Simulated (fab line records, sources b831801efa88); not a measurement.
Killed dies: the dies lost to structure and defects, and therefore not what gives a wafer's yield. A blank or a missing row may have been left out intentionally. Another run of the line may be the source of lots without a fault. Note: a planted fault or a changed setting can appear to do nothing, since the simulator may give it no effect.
What tool caused it? :: flow sky130 :: Sampling: 6 lots, 18 wafers, 2 of 708 route steps

== WHAT THE GAUGES READ, wafer by wafer ==
SKY_LDD_HVN_TW_MEAS_10.
lot: L201
measured: day 21 19:28
on: filmMetro-01
LDD_HVN_TW: 1417 1417 1429

lot: L205
measured: day 23 06:10
on: filmMetro-04
LDD_HVN_TW: 1462 1459 1458

lot: L210
measured: day 24 15:50
on: filmMetro-01
LDD_HVN_TW: 1632 1639 1639

lot: L212
measured: day 25 06:33
on: filmMetro-04
LDD_HVN_TW: 1680 1668 1681

lot: L219
measured: day 27 16:51
on: filmMetro-03
LDD_HVN_TW: 1462 1462 1454

lot: L222
measured: day 28 08:17
on: filmMetro-01
LDD_HVN_TW: 1426 1418 1416

== TOOL THAT RAN EACH LOT (tool first, then ch and the chambers of the sampled wafers, then the start) ==
lot: L201
SKY_LDD_HVN_IMPLANT_08: implanter-01 ch 0, day 21 19:14

lot: L205
SKY_LDD_HVN_IMPLANT_08: implanter-02 ch 0, day 23 05:56

lot: L210
SKY_LDD_HVN_IMPLANT_08: implanter-01 ch 0, day 24 15:35

lot: L212
SKY_LDD_HVN_IMPLANT_08: implanter-01 ch 0, day 25 06:18

lot: L219
SKY_LDD_HVN_IMPLANT_08: implanter-03 ch 0, day 27 16:36

lot: L222
SKY_LDD_HVN_IMPLANT_08: implanter-01 ch 0, day 28 08:02
- SKY_LDD_HVN_IMPLANT_08

== THE ANSWER, worked out from the rows above alone ==
Rule: the lots themselves supply what counts as usual. Put in order of their means at a reading, lots are off if they are a third of the lots or fewer, leave a main group of 4 or more, and stand apart from it by a gap of 3 or more times the standard deviation of the main group's means; of several such gaps the widest counts. A main group is skipped when, at the precision printed for the reading in the tables above, its means are all equal. A lot without any number at a reading at which 4 lots or more have one is off too. All remaining lots with rows at the step are treated as sound.
Off: L210, L212, at SKY_LDD_HVN_TW_MEAS_10 (LDD_HVN_TW). Mean 1440 and standard deviation 20 in the main group.
If a tool, at a process step before that reading, ran all the lots that are off and no sound lot after the first of them, it fits. Gauges at SKY_LDD_HVN_TW_MEAS_10: tried the same way as those tools. Not one of the candidates tried fits.

== WHAT THE SIMULATOR PUT IN ==
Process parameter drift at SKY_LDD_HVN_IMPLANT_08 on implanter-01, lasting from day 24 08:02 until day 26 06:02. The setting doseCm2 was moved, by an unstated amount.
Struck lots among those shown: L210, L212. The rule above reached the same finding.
